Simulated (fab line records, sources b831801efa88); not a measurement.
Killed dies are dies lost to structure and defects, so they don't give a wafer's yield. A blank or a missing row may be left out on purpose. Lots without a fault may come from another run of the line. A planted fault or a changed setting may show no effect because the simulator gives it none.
Chamber matching | flow sfq_line | SFQ_TRILAYER_I7_CMP_CMP_184 on cmp-01: 4 sister chambers
The step polishes SiO2. 8 wafers are shown with their chamber, then 7 later ones without.

WAFERS WITH THEIR CHAMBER
wafer  | chamber | motor_current_A (A) | time_to_endpoint_s (s)
L929.3 | 3       | 9.2                 | 212
L931.2 | 1       | 10.8                | 214
L931.4 | 2       | 10.1                | 203
L934.4 | 2       | 10.1                | 205
L934.3 | 0       | 10.6                | 202
L934.5 | 3       | 9.2                 | 205
L943.1 | 0       | 10.7                | 219
L943.2 | 1       | 11.0                | 220

WAFERS WITHOUT THEIR CHAMBER
wafer  | motor_current_A (A) | time_to_endpoint_s (s)
L943.5 | 10.8                | 214
L946.4 | 10.6                | 228
L946.3 | 9.5                 | 219
L946.6 | 11.0                | 228
L947.1 | 10.8                | 208
L947.3 | 9.5                 | 190
L947.6 | 10.6                | 214

WHICH CHAMBER EACH WENT THROUGH
wafer  | from the rows above     | in truth
L943.5 | can't be placed: 1 or 0 | 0
L946.4 | can't be placed: 0 or 1 | 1
L946.3 | 3                       | 3
L946.6 | 1                       | 1
L947.1 | can't be placed: 1 or 0 | 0
L947.3 | 3                       | 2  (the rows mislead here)
L947.6 | 0                       | 0
Placed correctly: 3 of 7. Can't be placed from these rows: 3 (the true chamber is among the candidates in 3). Placed wrongly: 1.
How it was worked out, from the rows above alone: a wafer's distance from a chamber is the root of the sum, over the readings, of the square of ((its reading less the chamber's mean) divided by the reading's scatter). The wafer belongs to the nearest chamber; if the next one is less than 2 further off, it can't be placed. A chamber's mean is the mean of its shown wafers. The scatter: the root of (the sum of the squares of (reading less its chamber's mean) over the shown wafers, divided by (wafers less chambers)).
